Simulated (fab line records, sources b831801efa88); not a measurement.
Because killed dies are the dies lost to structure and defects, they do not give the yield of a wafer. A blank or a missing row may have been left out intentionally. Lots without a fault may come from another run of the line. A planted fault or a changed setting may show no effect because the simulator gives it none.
8D (eight disciplines) problem report, filled in by code | flow sfq line | the parts of the form that need people (team, actions taken, sign-off) are left out

1. PROBLEM STATEMENT
Wafers without a fault read 0.988 a.u., standard deviation 0.0082; oes product au at SFQ_TRILAYER_JJ_CE_ETCH_RIE_118 reads a mean of 0.941 a.u. on 2 wafers belonging to 2 lots. Relative to the usual mean, that is a shift of -5.7 standard deviations.
The step: chemistry SF6, target Nb, stops on Al2O3, time 97.7 s, target depth 170 nm.
The first sign was on wafer L388.4 at day 56 10:58, on rie metal-02. The record holds 40 wafers of 14 lots with a number at this step. The rule behind "out" and "out of limits": a value lying over 4 standard deviations away from the usual mean. The other wafers with a number count as sound.

2. WHAT IT IS; WHAT IT IS NOT
question                    | is                | is not
which readings at this step | oes product au    | drypump motor current A
which lots                  | L388, L389        | L380, L381, L382, L383, L384, L386, L396, L397, L398, L399, L400, L401
which wafers of those lots  | L388.4, L389.4    | L388.1, L389.3
read on which tools         | rie metal-02      | rie metal-01, rie metal-04
when                        | from day 56 10:58 | up to then (19 sound wafers); but 19 sound wafers of L389, L396, L397, L398, L399, L400, L401 came after

3. WHAT RULES OUT EACH SUSPECT
Counting: any tool at a process step up to the reading remains a suspect provided it ran every lot that is out. Sound lots after the first of them don't rule it out here, since some wafers of a struck lot are sound.
- rie metal-02 at SFQ_TRILAYER_JJ_CE_ETCH_RIE_118 (chemistry SF6, target Nb, stops on Al2O3, time 97.7 s, target depth 170 nm): kept. It processed each lot that is out (first: L388, day 56 10:58); up to then, its last sound lot is L384 (day 56 06:10). Its own oes product au readings are out on those wafers.
The count leaves rie metal-02 at SFQ_TRILAYER_JJ_CE_ETCH_RIE_118.

4. THE CAUSE (what the simulator had put in)
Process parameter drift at SFQ_TRILAYER_JJ_CE_ETCH_RIE_118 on rie metal-02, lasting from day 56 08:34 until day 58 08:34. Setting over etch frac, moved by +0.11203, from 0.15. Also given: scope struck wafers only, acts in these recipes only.
The count eliminated every tool but this one.

5. THE CHAIN OF EFFECTS, in route order
One row per reading whose mean, taken over the struck wafers that have a number, lies over 3 standard deviations from the usual. Only readings whose record carries a usual standard deviation are examined. hours: median over the lots of the time between each lot's start at the first step of this table that gives one and its start at this step. sigmas: the change, counted in usual standard deviations.
hours | step                            | reading        | usual      | on struck wafers | change | sigmas
0     | SFQ_TRILAYER_JJ_CE_ETCH_RIE_118 | oes product au | 0.988 a.u. | 0.941            | -0.047 | -5.7
The process steps in it:
- SFQ_TRILAYER_JJ_CE_ETCH_RIE_118: chemistry SF6, target Nb, stops on Al2O3, time 97.7 s, target depth 170 nm.

6. HOW IT WOULD HAVE BEEN CAUGHT EARLIER
In this record the first reading out of limits was taken at day 56 10:58, 2 hours after the fault began at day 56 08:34.
